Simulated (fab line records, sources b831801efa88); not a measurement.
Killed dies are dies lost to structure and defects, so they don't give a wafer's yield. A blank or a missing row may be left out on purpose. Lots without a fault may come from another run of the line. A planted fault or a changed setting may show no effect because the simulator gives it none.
Tool commonality check | flow gf180mcu | 12 lots, 36 wafers sampled

WHY IT WAS OPENED
At GF_V2_THK_MEAS_03 the reading V2_CVD_02_THK is flagged on 2 of 12 lots. Wafers without a fault read 853 nm, standard deviation 11.
Rule: a lot is flagged when every wafer of it that has a number lies more than 4 standard deviations from that mean, or none has a number. The other lots count as sound.

lot  | measured     | on            | V2_CVD_02_THK (nm), wafer by wafer | flag
L167 | day 19 05:31 | film_metro-03 | 847 845 851                        |
L171 | day 21 00:27 | film_metro-04 | 840 846 863                        |
L174 | day 22 01:50 | film_metro-04 | 842 833 849                        |
L175 | day 22 07:53 | film_metro-04 | 844 838 854                        |
L176 | day 22 19:47 | film_metro-04 | 854 854 865                        |
L177 | day 23 02:51 | film_metro-04 | 863 873 859                        |
L184 | day 25 10:50 | film_metro-04 | 1368 1394 1399                     | FLAGGED
L185 | day 25 15:39 | film_metro-03 | 1361 1383 1408                     | FLAGGED
L186 | day 26 06:13 | film_metro-03 | 859 860 862                        |
L188 | day 26 14:56 | film_metro-01 | 851 858 859                        |
L189 | day 27 00:00 | film_metro-03 | 855 842 864                        |
L190 | day 27 05:03 | film_metro-03 | 860 869 867                        |
The numbers of the flagged lots are 1386 nm on average: +532 nm against the usual, or +48 standard deviations.

WHICH TOOL RAN EACH LOT
The record holds 1 process step before the reading, out of a route of 602 steps. In each cell: the tool, then ch and the chambers that the sampled wafers went through, then the start.
lot  | flag    | GF_V2_CVD_02
L167 |         | pecvd-04 ch 0,1,2, day 19 05:27
L171 |         | pecvd-01 ch 0,2, day 21 00:22
L174 |         | pecvd-01 ch 1,2, day 22 01:46
L175 |         | pecvd-04 ch 1,2, day 22 07:49
L176 |         | pecvd-04 ch 0,2, day 22 19:42
L177 |         | pecvd-01 ch 0,1,2, day 23 02:47
L184 | FLAGGED | pecvd-04 ch 0,1,2, day 25 10:45
L185 | FLAGGED | pecvd-04 ch 0,1, day 25 15:35
L186 |         | pecvd-02 ch 0,1,2, day 26 06:07
L188 |         | pecvd-01 ch 0,2, day 26 14:51
L189 |         | pecvd-02 ch 1,2, day 26 23:56
L190 |         | pecvd-01 ch 0,2, day 27 04:58
What these steps do:
- GF_V2_CVD_02: deposits SiO2 from TEOS, target thk 850 nm, time 94.851 s.
- GF_V2_THK_MEAS_03

FLAGGED OVER TOTAL, TOOL BY TOOL (the gauges that took the reading come last)
step              | tool          | lots run | flagged | share of the flagged lots | sound lots run after its first flagged lot
GF_V2_CVD_02      | pecvd-01      | 5        | 0       | none                      | -
GF_V2_CVD_02      | pecvd-02      | 2        | 0       | none                      | -
GF_V2_CVD_02      | pecvd-04      | 5        | 2       | all                       | 0
GF_V2_THK_MEAS_03 | film_metro-01 | 1        | 0       | none                      | -
GF_V2_THK_MEAS_03 | film_metro-03 | 5        | 1       | some                      | 3 (L186,L189,L190)
GF_V2_THK_MEAS_03 | film_metro-04 | 6        | 1       | some                      | 0

WHAT THE TABLE ALLOWS
1 row of the table ran every flagged lot: pecvd-04 at GF_V2_CVD_02.
- pecvd-04 at GF_V2_CVD_02: 2 of its 5 lots flagged. Its last sound lot is L176 (day 22 19:42), its first flagged lot L184 (day 25 10:45): a fault that began between those two fits.
One tool is left: pecvd-04 at GF_V2_CVD_02.

WHAT THE SIMULATOR HAD PUT IN
Process parameter drift: pecvd-04, from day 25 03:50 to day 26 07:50, at GF_V2_CVD_02. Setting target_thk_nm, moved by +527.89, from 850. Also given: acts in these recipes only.
Lots struck among those shown: L184, L185. The rule above found the same.
